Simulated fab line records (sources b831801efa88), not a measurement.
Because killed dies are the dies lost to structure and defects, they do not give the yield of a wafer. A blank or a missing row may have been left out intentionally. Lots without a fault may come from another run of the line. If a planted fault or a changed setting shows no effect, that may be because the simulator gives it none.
Chamber matching || flow sky130 || SKY_VIA2_CMP_02 on cmp-02 has 4 sister chambers
The step polishes SiO2. 8 wafers are shown with their chamber, then 8 later ones without.

WAFERS, EACH WITH ITS CHAMBER
{"wafer": "L818.5", "chamber": 0, "motor-current-A (A)": 13.6}
{"wafer": "L819.3", "chamber": 0, "motor-current-A (A)": 13.0}
{"wafer": "L824.3", "chamber": 3, "motor-current-A (A)": 11.6}
{"wafer": "L824.6", "chamber": 1, "motor-current-A (A)": 15.0}
{"wafer": "L825.1", "chamber": 2, "motor-current-A (A)": 12.3}
{"wafer": "L825.3", "chamber": 1, "motor-current-A (A)": 15.7}
{"wafer": "L825.5", "chamber": 3, "motor-current-A (A)": 11.8}
{"wafer": "L835.1", "chamber": 2, "motor-current-A (A)": 11.9}

WAFERS WITHOUT THEIR CHAMBER
{"wafer": "L835.4", "motor-current-A (A)": 14.0}
{"wafer": "L835.6", "motor-current-A (A)": 11.6}
{"wafer": "L837.1", "motor-current-A (A)": 14.8}
{"wafer": "L837.2", "motor-current-A (A)": 13.7}
{"wafer": "L837.6", "motor-current-A (A)": 13.6}
{"wafer": "L839.2", "motor-current-A (A)": 12.1}
{"wafer": "L839.3", "motor-current-A (A)": 15.2}
{"wafer": "L839.4", "motor-current-A (A)": 12.4}

WHICH CHAMBER EACH WENT THROUGH
{"wafer": "L835.4", "from the rows above": "can't be placed: 0 or 1", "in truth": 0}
{"wafer": "L835.6", "from the rows above": "can't be placed: 3 or 2", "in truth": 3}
{"wafer": "L837.1", "from the rows above": 1, "in truth": 1}
{"wafer": "L837.2", "from the rows above": 0, "in truth": 0}
{"wafer": "L837.6", "from the rows above": 0, "in truth": 0}
{"wafer": "L839.2", "from the rows above": "can't be placed: 2 or 3", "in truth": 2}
{"wafer": "L839.3", "from the rows above": 1, "in truth": 1}
{"wafer": "L839.4", "from the rows above": "can't be placed: 2 or 3 or 0", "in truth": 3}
Placed correctly: 4 of 8. These rows do not allow placing 4 (true chamber among the candidates in 4). Placed wrongly: 0.
How it was worked out, from the rows above alone: a wafer's distance from a chamber is the root of the sum, over the readings, of the square of ((its reading less the chamber's mean) divided by the reading's scatter). If the next closest chamber is less than 2 further off than the closest, the wafer can't be placed; otherwise it belongs to the closest. A chamber's mean is the mean of its shown wafers. The scatter: take each reading less its chamber's mean, square it, sum over the shown wafers, divide by the number of wafers less the number of chambers, and take the root.
